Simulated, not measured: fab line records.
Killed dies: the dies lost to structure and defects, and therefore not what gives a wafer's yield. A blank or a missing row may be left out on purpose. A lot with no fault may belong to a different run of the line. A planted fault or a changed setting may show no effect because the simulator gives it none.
What tool caused it?    flow gf180mcu    18 wafers from 6 lots sampled at 3 of the route's 602 steps

## WHAT THE GAUGES SHOWED, per wafer
GF_PSD_RS_MEAS_14: the measuring method here is four-point-probe.
lot   measured      on             NSD_RS (ohm/sq)
L364  day 15 00:10  film metro-04  46.23 46.02 46.16
L369  day 17 00:15  film metro-03  48.50 48.56 48.56
L374  day 18 20:43  film metro-04  46.27 46.34 46.19
L379  day 20 19:48  film metro-03  46.23 46.18 46.07
L382  day 21 17:09  film metro-03  46.32 46.29 46.40
L384  day 22 07:49  film metro-04  46.16 46.09 46.06

## WHICH TOOL RAN EACH LOT (tool, then ch and the chambers of the sampled wafers, then the start)
lot   GF_NSD_IMPLANT_09                GF_NSD_STRIP_11
L364  implanter-01 ch 0, day 14 02:03  plasma asher-01 ch 0,1, day 14 02:20
L369  implanter-01 ch 0, day 16 01:21  plasma asher-02 ch 0,1, day 16 01:39
L374  implanter-02 ch 0, day 17 20:22  plasma asher-04 ch 0,1, day 17 20:40
L379  implanter-04 ch 0, day 19 18:42  plasma asher-02 ch 0,1, day 19 19:00
L382  implanter-04 ch 0, day 20 16:33  plasma asher-04 ch 0,1, day 20 16:51
L384  implanter-04 ch 0, day 21 07:42  plasma asher-02 ch 0,1, day 21 08:00
- GF_NSD_IMPLANT_09
- GF_NSD_STRIP_11: strips in O2/N2.

## THE ANSWER, worked out from the rows above alone
Rule: usual is defined by the lots themselves. The widest of any qualifying gaps counts: lots, ordered by their means at a reading, are off when they make up no more than a third of the lots, leave a main group of 4 or more, and stand apart from it by 3 or more times the standard deviation of that group's means. If all means in a main group match to the digits the tables above print for the reading, that group is not used. Also off: a lot with no number at a reading for which 4 or more lots have one. Any other lot the step has rows for is counted as sound.
Off: L369, at GF_PSD_RS_MEAS_14 (NSD_RS). The main group has a mean of 46.20 ohm/sq with a standard deviation of 0.087.
A tool fits if, at a process step before that reading, it ran every lot that is off, and no sound lot after the first of them. Those tools and the gauges at GF_PSD_RS_MEAS_14 are tried in the same way. One fits: GF_NSD_IMPLANT_09 on implanter-01. Its last sound lot is L364 (day 14 02:03), its first lot that is off L369 (day 16 01:21): a fault that began between those two fits.

## WHAT THE SIMULATOR HAD INSERTED
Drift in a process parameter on implanter-01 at GF_NSD_IMPLANT_09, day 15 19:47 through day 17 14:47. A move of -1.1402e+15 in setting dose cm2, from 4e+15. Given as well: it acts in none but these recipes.
Lots struck among those shown: L369. Same finding as the rule above.
